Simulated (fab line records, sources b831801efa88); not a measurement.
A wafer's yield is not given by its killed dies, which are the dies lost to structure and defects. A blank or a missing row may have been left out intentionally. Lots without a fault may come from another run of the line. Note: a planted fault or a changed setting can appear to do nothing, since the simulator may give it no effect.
fab line records	flow sky130	part 2 of 2: steps 29 to 38 of 38
[record] lots = 5	wafers = 15	lastDay = 50
route steps=708 shown METAL4@623 VIA4@639
lots that met no fault: taken from a fault-free run of the same line
startH: start of the lot's first displayed wafer, in hours after the record's first day	waitH: hours elapsed since this lot's preceding step	" the same as in the row above	L1.1+2: several wafers, shown together as one row	- no value, or no start was given	* or withheld: withheld	< > ~ a bound
route shown NAME@n: a module of which the file shows steps, and the number in the route of the first	usual: mean and standard deviation over wafers with no fault	same: alike in all rows	chamber/n: place in a boat	sites: each site's reading	_std_site: the values' standard deviation	_edge_site: inner sites' mean taken away from outer sites' mean	radiusMm: for every site, how far away it sits from the centre of the wafer	mask NAME#n: copy n	behind: tool/chamber where the wafer was last shaped	hold: why the lot was held/for how many hours/how that ended	device: the transistor (n, p or np) that didn't switch	end of line: tests of these same wafers at the route's end	for a step that has no rows: nothing shown but its recipe	killed: not the wafer's yield, but the dies lost to structure and defects at the first sort	map: a wafer's dies, x killed, . not, _ none there
set.NAME: setting as actually run; set.NAME@STEP: the setting as run at that earlier step	model.NAME: the simulator's own value behind a step, which no gauge read
lots at selected steps of the route; one table per step, one row per wafer
services: the hour from which a tool's chamber was out of use, counted from the record's first day as startH (under 0 if before that day), plus the number of hours and why
[[steps]]
[step SKY_VIA4_ETCH_12]
[recipe] target = SiO2	chemistry = C4F8/O2/Ar	stopOn = TiN	maskMaterial = NOVOLAK	sourceW = 1500	biasW = 1200	pressureMtorr = 40	c4f8FlowSccm = withheld	O2_flow_sccm = 6	Ar_flow_sccm = 300	timeS = withheld	targetDepthA = 5800
[usual] oesProductAu = 0.926/0.0048
lot.wafer	tool	chamber	startH	waitH	oesProductAu
L078.3	rieDiel-01	3	1033.62	0.0	0.919
L078.5	"	0	"	"	0.923
L078.6	"	3	"	"	0.919
L083.2	rieDiel-04	3	1072.84	0.0	0.936
L083.3	"	0	"	"	0.925
L083.5	"	1	"	"	0.927
L085.3	rieDiel-03	2	1079.18	0.0	0.930
L085.4	"	0	"	"	0.926
L085.5	"	1	"	"	0.926
L086.1	rieDiel-04	0	1082.04	0.0	0.922
L086.3	"	2	"	"	0.933
L086.6	"	0	"	"	0.925
L096.1	rieDiel-01	2	1137.99	0.0	0.931
L096.4	"	3	"	"	0.923
L096.5	"	0	"	"	0.920
[step SKY_VIA4_STRIP_13]
[recipe] chemistry = O2/N2	powerW = 1400	pressureMtorr = 1500	platenTempC = withheld	o2FlowSccm = 3000	n2FlowSccm = 300	overashFraction = 0.5
[usual] drypumpMotorCurrentA = 6.0/0.62	oesProductAu = 0.709/0.0049	stripTimeToEndpointS = 12.800/0.027
lot.wafer	tool	chamber	startH	waitH	drypumpMotorCurrentA	oesProductAu	rfHoursCounterH	stripTimeToEndpointS
L078.3	plasmaAsher-03	0	1033.72	-	5.7	0.704	-	12.822
L078.5	"	1	"	"	6.8	0.715	-	12.783
L078.6	"	0	"	"	5.7	0.701	-	12.790
L083.2	plasmaAsher-03	0	1072.91	-	5.7	0.714	67	12.793
L083.3	"	1	"	"	6.8	0.710	-	12.822
L083.5	"	0	"	"	5.7	0.698	-	12.793
L085.3	plasmaAsher-02	1	1079.29	-	6.2	0.713	-	12.816
L085.4	"	0	"	"	6.3	0.706	-	12.810
L085.5	"	1	"	"	6.2	0.709	-	12.767
L086.1	plasmaAsher-03	0	1082.11	-	5.8	0.714	68	12.801
L086.3	"	1	"	"	6.8	0.710	-	12.774
L086.6	"	0	"	"	5.8	0.715	-	12.822
L096.1	plasmaAsher-03	1	1138.06	-	6.8	0.705	73	12.797
L096.4	"	0	"	"	5.8	0.708	-	12.824
L096.5	"	1	"	"	6.8	0.705	-	12.779
[step SKY_VIA4_STRIP_14]
[recipe] chemistry = postEtchResidueRemover	timeS = 1200	tempC = 72.5
lot.wafer	tool	chamber	startH	waitH
L078.3+5+6	wetBench-02	2	1033.79	0.0
L083.2+3+5	wetBench-02	1	1073.01	0.1
L085.3+4+5	wetBench-02	3	1079.36	0.0
L086.1+3+6	wetBench-02	2	1082.21	0.1
L096.1+4+5	wetBench-02	0	1138.16	0.1
[step SKY_VIA4_CLEAN_15]
[recipe] chemistry = IPA	timeS = 180	tempC = 25
lot.wafer	tool	chamber	startH	waitH
L078.3+5+6	wetBench-04	2	1034.13	0.0
L083.2+3+5	wetBench-01	0	1073.39	0.0
L085.3+4+5	wetBench-01	3	1079.73	0.0
L086.1+3+6	wetBench-01	1	1082.59	0.0
L096.1+4+5	wetBench-02	1	1138.54	0.0
[step SKY_VIA4_CLEAN_16]
[recipe] chemistry = O3/DIW	dry = n2Spin
lot.wafer	tool	chamber	startH	waitH
L078.3+5+6	wetBench-02	3	1034.20	0.0
L083.2+3+5	wetBench-02	0	1073.45	0.0
L085.3+4+5	wetBench-04	0	1079.79	0.0
L086.1+3+6	wetBench-04	1	1082.64	0.0
L096.1+4+5	wetBench-04	3	1138.60	0.0
[step SKY_VIA4_SPUTTER_17]
[recipe] material = TiN	targetThkNm = 20	chamberPressurePa = 5	powerW = 4000	timeS = 80
[usual] throttleValvePct = 30.6/0.93
lot.wafer	tool	chamber	startH	waitH	throttleValvePct
L078.3	pvdSputter-02	-	1034.29	0.0	31.3
L078.5	"	-	"	"	30.2
L078.6	"	-	"	"	29.8
L083.2	pvdSputter-02	-	1073.55	0.0	31.3
L083.3	"	-	"	"	30.1
L083.5	"	-	"	"	30.1
L085.3	pvdSputter-01	-	1079.88	0.0	31.9
L085.4	"	-	"	"	29.7
L085.5	"	-	"	"	30.0
L086.1	pvdSputter-02	-	1082.74	0.0	31.2
L086.3	"	-	"	"	32.5
L086.6	"	-	"	"	29.6
L096.1	pvdSputter-02	-	1138.70	0.0	30.1
L096.4	"	-	"	"	29.5
L096.5	"	-	"	"	32.0
[step SKY_VIA4_CVD_18]
[recipe] material = W	targetThkNm = 505	timeS = 152.14	tempC = 400	pressureTorr = 40
[usual] heaterPowerW = 908/90
lot.wafer	tool	chamber	startH	waitH	heaterPowerW	sinceWetCleanH
L078.3	cvdW-01	1	1034.40	0.1	955	-
L078.5	"	1	"	"	949	-
L078.6	"	0	"	"	856	-
L083.2	cvdW-01	0	1073.61	0.0	841	156
L083.3	"	0	"	"	837	-
L083.5	"	0	"	"	852	-
L085.3	cvdW-01	1	1079.99	0.1	963	-
L085.4	"	0	"	"	840	-
L085.5	"	1	"	"	942	-
L086.1	cvdW-01	1	1082.80	0.0	928	165
L086.3	"	0	"	"	839	-
L086.6	"	1	"	"	953	-
L096.1	cvdW-02	1	1138.76	0.0	805	735
L096.4	"	1	"	"	809	-
L096.5	"	1	"	"	818	-
[step SKY_VIA4_RS_MEAS_19]
[recipe] thkMeasGauge = four-point-probe	reads = W_of_VIA4_CVD_18+TiN_of_VIA4_SPUTTER_17
[usual] VIA4_W_RS = 0.2269/0.0023
lot.wafer	tool	chamber	startH	waitH	VIA4_W_RS[ohm/sq]
L078.3	filmMetro-03	-	1034.54	0.1	0.2250
L078.5	"	-	"	"	0.2245
L078.6	"	-	"	"	0.2253
L083.2	filmMetro-04	-	1073.78	0.1	0.2277
L083.3	"	-	"	"	0.2275
L083.5	"	-	"	"	0.2276
L085.3	filmMetro-01	-	1080.13	0.1	0.2277
L085.4	"	-	"	"	0.2292
L085.5	"	-	"	"	0.2279
L086.1	filmMetro-03	-	1082.95	0.1	0.2266
L086.3	"	-	"	"	0.2261
L086.6	"	-	"	"	0.2250
L096.1	filmMetro-01	-	1138.91	0.1	0.2259
L096.4	"	-	"	"	0.2246
L096.5	"	-	"	"	0.2280
[step SKY_VIA4_THK_MEAS_20]
[recipe] thkMeasGauge = xrf	reads = W_of_VIA4_CVD_18
[usual] VIA4_W_THK = 517/7.1
lot.wafer	tool	chamber	startH	waitH	VIA4_W_THK[nm]
L078.3	filmMetro-03	-	1034.64	0.1	517
L078.5	"	-	"	"	520
L078.6	"	-	"	"	515
L083.2	filmMetro-04	-	1073.89	0.1	514
L083.3	"	-	"	"	515
L083.5	"	-	"	"	515
L085.3	filmMetro-01	-	1080.23	0.1	520
L085.4	"	-	"	"	517
L085.5	"	-	"	"	523
L086.1	filmMetro-03	-	1083.07	0.1	512
L086.3	"	-	"	"	514
L086.6	"	-	"	"	514
L096.1	filmMetro-01	-	1139.03	0.1	523
L096.4	"	-	"	"	522
L096.5	"	-	"	"	515
[step SKY_VIA4_CMP_21]
[recipe] stopOn = SiO2	tOverpolishS = 25	downForcePsi = 3.5	platenRpm = 60	targetThkNm = 0	padVelocityMS = 0.94248
[usual] motorCurrentA = 10.8/1	overpolishRunS = 25.000/0.0088	slurryFlowMlMin = 149.9/0.43	timeToEndpointS = 122/4
lot.wafer	tool	chamber	startH	waitH	motorCurrentA	overpolishRunS	slurryFlowMlMin	timeToEndpointS
L078.3	cmp-01	2	1034.78	0.1	9.9	25.032	150.0	122
L078.5	"	0	"	"	10.7	25.016	150.0	122
L078.6	"	1	"	"	11.1	24.999	150.7	122
L083.3	cmp-01	1	1073.99	0.1	10.8	25.004	149.5	120
L083.2	"	3	"	"	9.5	25.011	149.7	119
L083.5	"	0	"	"	10.5	24.991	149.7	118
L085.4	cmp-01	1	1080.48	0.2	11.3	25.008	150.1	120
L085.3	"	2	"	"	9.3	24.987	149.9	122
L085.5	"	2	"	"	9.8	24.986	149.9	123
L086.1	cmp-01	2	1083.72	0.6	9.5	25.006	149.5	120
L086.3	"	1	"	"	10.9	24.995	149.0	118
L086.6	"	2	"	"	9.7	24.999	150.3	120
L096.4	cmp-01	1	1139.14	0.1	10.9	24.996	150.3	124
L096.1	"	2	"	"	10.0	24.992	150.8	128
L096.5	"	0	"	"	10.2	24.995	150.4	125
[[services]]
tool	chamber	startH	hours	kind
rieMetal-03	-	973.50	0.1	repair
rieMetal-02	-	973.98	0.3	repair
hdpcvd-02	-	978.94	2.8	pm
rieMetal-02	-	982.99	1.4	pm
rieMetal-02	0	1004.57	1.5	repair
rieDiel-04	-	1006.33	10.0	pm
rieMetal-02	1	1011.69	1.6	repair
rieDiel-04	3	1017.24	15.6	repair
ilineStepper-02	-	1020.22	5.2	repair
cmp-01	-	1025.89	2.0	repair
krfScanner-02	-	1026.84	1.0	pm
cmp-02	-	1035.86	3.5	repair
cvdW-01	-	1036.44	6.9	pm
rieDiel-04	3	1041.73	5.6	repair
rieDiel-04	2	1050.55	2.8	repair
cmp-01	-	1061.11	0.5	repair
rieMetal-02	0	1084.20	1.4	repair
rieDiel-04	1	1085.20	8.5	repair
rieMetal-03	1	1095.31	2.1	repair
rieDiel-04	1	1101.61	41.0	repair
cvdW-01	-	1122.75	1.9	repair
rieMetal-01	-	1125.44	0.5	repair
rieMetal-03	-	1127.66	15.6	pm
rieDiel-04	0	1129.67	10.6	repair
